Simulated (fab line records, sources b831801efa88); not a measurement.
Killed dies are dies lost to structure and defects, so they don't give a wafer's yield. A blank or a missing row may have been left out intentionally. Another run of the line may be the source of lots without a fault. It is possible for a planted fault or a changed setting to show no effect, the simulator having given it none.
What tool caused it? + flow gf180mcu + 14 lots, 42 wafers sampled, at 4 steps of a route of 602

WHAT THE GAUGES READ, wafer by wafer
GF_POLY_GATE_CD_MEAS_10 targets a cd of 280 nm. Usual: cd nm 280.1 nm, standard deviation 1.2.
| lot  | measured     | on        | cd nm (nm)        | flag |
|------|--------------|-----------|-------------------|------|
| L827 | day 9 03:57  | cd sem-02 | 279.0 280.0 280.0 |      |
| L828 | day 9 11:52  | cd sem-02 | 278.8 279.4 278.5 |      |
| L829 | day 9 19:40  | cd sem-01 | 279.6 280.5 278.6 |      |
| L830 | day 9 22:16  | cd sem-01 | 280.9 279.9 281.5 |      |
| L831 | day 10 09:50 | cd sem-01 | 281.4 279.9 280.5 |      |
| L835 | day 11 13:58 | cd sem-02 | 278.7 278.2 278.2 |      |
| L836 | day 11 20:08 | cd sem-01 | 280.8 279.6 280.7 |      |
| L837 | day 12 04:48 | cd sem-02 | 279.8 279.8 280.9 |      |
| L838 | day 12 09:15 | cd sem-01 | 279.0 280.0 280.6 |      |
| L840 | day 13 01:18 | cd sem-01 | 279.1 279.5 280.1 |      |
| L841 | day 13 04:33 | cd sem-01 | 281.7 282.5 282.3 |      |
| L844 | day 14 10:02 | cd sem-02 | 280.8 280.1 280.0 |      |
| L846 | day 14 19:46 | cd sem-02 | 280.4 280.3 280.2 |      |
| L849 | day 15 20:19 | cd sem-01 | 282.2 282.4 280.8 |      |

GF_HV_LDD_OVL_MEAS_47. Usual: HV_LDD_03_OVL typically reads -0.7 nm, with standard deviation 1.5.
| lot  | measured     | on         | HV_LDD_03_OVL (nm)                  | flag |
|------|--------------|------------|-------------------------------------|------|
| L827 | day 12 08:26 | overlay-02 | -1.6 -0.7 -2.3                      |      |
| L828 | day 12 17:32 | overlay-02 | -2.0 -2.4 -1.6                      |      |
| L829 | day 13 00:53 | overlay-02 | -1.5 -0.4 -0.8                      |      |
| L830 | day 13 05:11 | overlay-02 | -0.5 -1.0 -0.6                      |      |
| L831 | day 13 18:48 | overlay-02 | 241.3 243.2 242.5 241.6 243.1 242.3 | OFF  |
| L835 | day 15 05:44 | overlay-01 | 244.6 243.4 243.8 244.2 243.5 243.5 | OFF  |
| L836 | day 15 09:12 | overlay-01 | 242.3 243.8 241.5 242.6 243.6 241.6 | OFF  |
| L837 | day 15 18:20 | overlay-02 | -0.7 0.6 0.0                        |      |
| L838 | day 16 04:44 | overlay-01 | 244.9 242.8 243.5 244.5 242.6 243.2 | OFF  |
| L840 | day 16 18:14 | overlay-02 | 0.2 -1.4 0.1                        |      |
| L841 | day 16 21:56 | overlay-01 | 0.7 1.1 1.2                         |      |
| L844 | day 18 07:50 | overlay-02 | -2.2 -0.5 -0.3                      |      |
| L846 | day 18 18:38 | overlay-02 | -1.3 1.0 -0.8                       |      |
| L849 | day 19 21:36 | overlay-02 | 1.7 2.1 3.0                         |      |

GF_SALICIDE_RS_MEAS_04: a four-point-probe measurement. Usual: SALICIDE_TIN_RS typically reads 16.4 ohm/sq, with standard deviation 0.33.
| lot  | measured     | on            | SALICIDE_TIN_RS (ohm/sq) | flag |
|------|--------------|---------------|--------------------------|------|
| L827 | day 15 03:39 | film metro-03 | 16.1 15.8 16.0           |      |
| L828 | day 15 12:52 | film metro-03 | 16.5 16.8 16.8           |      |
| L829 | day 15 22:05 | film metro-01 | 16.6 16.5 16.7           |      |
| L830 | day 16 01:19 | film metro-02 | 15.8 16.0 16.0           |      |
| L837 | day 18 20:09 | film metro-01 | 16.5 16.4 16.6           |      |
| L840 | day 19 21:34 | film metro-01 | 15.9 15.9 15.9           |      |
| L841 | day 20 02:37 | film metro-03 | 16.3 16.5 16.4           |      |
| L844 | day 21 12:42 | film metro-01 | 16.2 16.0 16.2           |      |
| L846 | day 21 23:07 | film metro-01 | 16.7 16.7 16.4           |      |
| L849 | day 23 03:02 | film metro-01 | 16.7 16.9 16.9           |      |

WHICH TOOL RAN EACH LOT (tool, then ch and the chambers of the sampled wafers, then the start)
| lot  | GF_HV_LDD_EXPOSE_43                 |
|------|-------------------------------------|
| L827 | iline stepper-02 ch 0, day 11 22:48 |
| L828 | iline stepper-02 ch 0, day 12 07:22 |
| L829 | iline stepper-02 ch 0, day 12 15:10 |
| L830 | iline stepper-01 ch 0, day 12 19:44 |
| L831 | iline stepper-02 ch 0, day 13 08:09 |
| L835 | iline stepper-02 ch 0, day 14 19:32 |
| L836 | iline stepper-02 ch 0, day 14 22:24 |
| L837 | iline stepper-01 ch 0, day 15 07:41 |
| L838 | iline stepper-02 ch 0, day 15 17:47 |
| L840 | iline stepper-01 ch 0, day 16 06:53 |
| L841 | iline stepper-01 ch 0, day 16 11:01 |
| L844 | iline stepper-01 ch 0, day 17 20:28 |
| L846 | iline stepper-01 ch 0, day 18 06:26 |
| L849 | iline stepper-01 ch 0, day 19 09:33 |
- GF_HV_LDD_EXPOSE_43: exposes mask Pplus HV AREA, target cd 400 nm.

WHAT THE TOOLS THEMSELVES READ (means of the sampled wafers that have a number; where no wafer has one, the mark that the record gives instead)
GF_HV_LDD_EXPOSE_43. Usual: stage vel mm s 500.02 mm/s, standard deviation 0.22.
| lot  | tool             | stage vel mm s (mm/s) | flag |
|------|------------------|-----------------------|------|
| L827 | iline stepper-02 | 499.69                |      |
| L828 | iline stepper-02 | 500.05                |      |
| L829 | iline stepper-02 | 500.07                |      |
| L830 | iline stepper-01 | 499.99                |      |
| L831 | iline stepper-02 | 500.12                |      |
| L835 | iline stepper-02 | 499.84                |      |
| L836 | iline stepper-02 | 499.82                |      |
| L837 | iline stepper-01 | 500.13                |      |
| L838 | iline stepper-02 | 500.03                |      |
| L840 | iline stepper-01 | 499.79                |      |
| L841 | iline stepper-01 | 500.04                |      |
| L844 | iline stepper-01 | 500.14                |      |
| L846 | iline stepper-01 | 500.05                |      |
| L849 | iline stepper-01 | 499.79                |      |

THE ANSWER, worked out from the rows above alone
Rule: take the mean of a lot's wafers that have a number; if it is more than 3 standard deviations from the usual mean, the lot is off. A lot without any number at a reading at which 4 lots or more have one is off too. All remaining lots with rows at the step are treated as sound. The gauges are gone through in route order, then the tools' own readings, and for those a lot's mean is taken as printed above. At the first step where some lot is off, the reading lying furthest off is the one used; lots without a number count as furthest.
Off: at GF_HV_LDD_OVL_MEAS_47 (HV_LDD_03_OVL), L831, L835, L836, L838.
A tool fits if, at a process step before that reading, it ran every lot that is off, and no sound lot after the first of them. The gauges at GF_HV_LDD_OVL_MEAS_47 are tried like those tools. One candidate fits, namely iline stepper-02 at GF_HV_LDD_EXPOSE_43. A fault onset in the window from L829 (day 12 15:10, its last sound lot) to L831 (day 13 08:09, its first lot off) fits.

WHAT THE SIMULATOR HAD INSERTED
Scanner matching overlay: iline stepper-02, from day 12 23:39 on, at GF_HV_LDD_EXPOSE_43. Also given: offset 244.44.
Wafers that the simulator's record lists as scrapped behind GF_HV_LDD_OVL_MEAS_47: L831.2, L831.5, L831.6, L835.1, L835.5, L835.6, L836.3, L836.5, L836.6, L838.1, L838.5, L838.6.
Shown lots that were struck: L831, L835, L836, L838. The rule above reached the same finding.
